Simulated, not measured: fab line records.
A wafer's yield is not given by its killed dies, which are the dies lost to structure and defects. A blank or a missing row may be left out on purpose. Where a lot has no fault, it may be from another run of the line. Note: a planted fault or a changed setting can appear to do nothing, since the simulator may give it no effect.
What tool caused it? || flow sky130 || 12 lots with 36 wafers sampled at 3 steps, on a route of 708 steps

## WHAT EACH GAUGE READ, for each wafer
SKY_LDD_HVN_TW_MEAS_10.
{"lot": "L804", "measured": "day 19 20:29", "on": "film metro-02", "LDD_HVN_TW": "1429 1437 1429"}
{"lot": "L805", "measured": "day 20 13:00", "on": "film metro-03", "LDD_HVN_TW": "1440 1448 1437"}
{"lot": "L806", "measured": "day 21 22:17", "on": "film metro-02", "LDD_HVN_TW": "1439 1439 1440"}
{"lot": "L809", "measured": "day 23 05:07", "on": "film metro-03", "LDD_HVN_TW": "1434 1434 1440"}
{"lot": "L808", "measured": "day 23 05:47", "on": "film metro-01", "LDD_HVN_TW": "1452 1461 1451"}
{"lot": "L811", "measured": "day 23 07:56", "on": "film metro-01", "LDD_HVN_TW": "1459 1456 1454"}
{"lot": "L810", "measured": "day 23 09:44", "on": "film metro-01", "LDD_HVN_TW": "1453 1448 1451"}
{"lot": "L816", "measured": "day 24 23:05", "on": "film metro-03", "LDD_HVN_TW": "1435 1435 1426"}
{"lot": "L819", "measured": "day 25 18:22", "on": "film metro-02", "LDD_HVN_TW": "1413 1417 1415"}
{"lot": "L824", "measured": "day 28 00:35", "on": "film metro-03", "LDD_HVN_TW": "1439 1438 1433"}
{"lot": "L826", "measured": "day 28 04:39", "on": "film metro-03", "LDD_HVN_TW": "1440 1441 1438"}
{"lot": "L827", "measured": "day 28 21:26", "on": "film metro-01", "LDD_HVN_TW": "1457 1465 1459"}

SKY_LDD_LDN_OVL_MEAS_07.
{"lot": "L804", "measured": "day 22 09:26", "on": "overlay-02", "LDD_LDN_OVL (nm)": "-0.8 0.7 -1.4"}
{"lot": "L805", "measured": "day 23 00:53", "on": "overlay-01", "LDD_LDN_OVL (nm)": "-1.1 1.4 0.7"}
{"lot": "L806", "measured": "day 24 10:24", "on": "overlay-01", "LDD_LDN_OVL (nm)": "0.9 -0.7 0.3"}
{"lot": "L809", "measured": "day 25 16:50", "on": "overlay-01", "LDD_LDN_OVL (nm)": "1.3 1.9 1.8"}
{"lot": "L808", "measured": "day 25 17:19", "on": "overlay-02", "LDD_LDN_OVL (nm)": "1.3 2.7 2.3"}
{"lot": "L811", "measured": "day 25 18:47", "on": "overlay-01", "LDD_LDN_OVL (nm)": "0.0 -0.8 0.8"}
{"lot": "L810", "measured": "day 25 20:33", "on": "overlay-02", "LDD_LDN_OVL (nm)": "0.6 0.1 1.9"}
{"lot": "L816", "measured": "day 27 09:26", "on": "overlay-01", "LDD_LDN_OVL (nm)": "1.4 2.1 1.7"}
{"lot": "L819", "measured": "day 28 04:38", "on": "overlay-02", "LDD_LDN_OVL (nm)": "2.2 0.9 2.6"}
{"lot": "L824", "measured": "day 30 09:05", "on": "overlay-02", "LDD_LDN_OVL (nm)": "-1.9 -3.4 -1.6"}
{"lot": "L826", "measured": "day 30 11:57", "on": "overlay-02", "LDD_LDN_OVL (nm)": "-1.4 -0.1 -0.5"}
{"lot": "L827", "measured": "day 31 04:51", "on": "overlay-02", "LDD_LDN_OVL (nm)": "1.3 0.9 0.3"}

## WHAT TOOL EACH LOT RAN ON (gives the tool, then ch and the chambers of the sampled wafers, and finally the start)
{"lot": "L804", "SKY_LDD_HVN_IMPLANT_08": "implanter-03 ch 0, day 19 20:14"}
{"lot": "L805", "SKY_LDD_HVN_IMPLANT_08": "implanter-02 ch 0, day 20 12:47"}
{"lot": "L806", "SKY_LDD_HVN_IMPLANT_08": "implanter-03 ch 0, day 21 22:03"}
{"lot": "L809", "SKY_LDD_HVN_IMPLANT_08": "implanter-02 ch 0, day 23 04:52"}
{"lot": "L808", "SKY_LDD_HVN_IMPLANT_08": "implanter-01 ch 0, day 23 05:34"}
{"lot": "L811", "SKY_LDD_HVN_IMPLANT_08": "implanter-01 ch 0, day 23 07:41"}
{"lot": "L810", "SKY_LDD_HVN_IMPLANT_08": "implanter-03 ch 0, day 23 09:29"}
{"lot": "L816", "SKY_LDD_HVN_IMPLANT_08": "implanter-02 ch 0, day 24 22:50"}
{"lot": "L819", "SKY_LDD_HVN_IMPLANT_08": "implanter-03 ch 0, day 25 18:07"}
{"lot": "L824", "SKY_LDD_HVN_IMPLANT_08": "implanter-01 ch 0, day 28 00:20"}
{"lot": "L826", "SKY_LDD_HVN_IMPLANT_08": "implanter-02 ch 0, day 28 04:26"}
{"lot": "L827", "SKY_LDD_HVN_IMPLANT_08": "implanter-03 ch 0, day 28 21:12"}
- SKY_LDD_HVN_IMPLANT_08

## AS READ BY THE TOOLS THEMSELVES (means over the sampled wafers that have a number; for cases with no such wafer, the mark the record gives instead)
The record holds no such reading with a usual standard deviation.

## THE ANSWER, worked out from the rows above alone
Rule: usual is defined by the lots themselves. Put in order of their means at a reading, lots are off if they are a third of the lots or fewer, leave a main group of 4 or more, and stand apart from it by a gap of 3 or more times the standard deviation of the main group's means; of several such gaps the widest counts. If all means in a main group match to the digits the tables above print for the reading, that group is not used. Also off: a lot with no number at a reading for which 4 or more lots have one. Where the step has rows for the other lots, those lots are counted as sound. First the gauges in route order, then the tools' own readings, where a lot's mean is used as printed above. The first step at which some lot is off is used, and at that step the reading that is off furthest; a lot without a number counts as furthest.
Nothing can be told from this: no lot is off at any reading shown.

## WHAT HAD BEEN PUT IN BY THE SIMULATOR
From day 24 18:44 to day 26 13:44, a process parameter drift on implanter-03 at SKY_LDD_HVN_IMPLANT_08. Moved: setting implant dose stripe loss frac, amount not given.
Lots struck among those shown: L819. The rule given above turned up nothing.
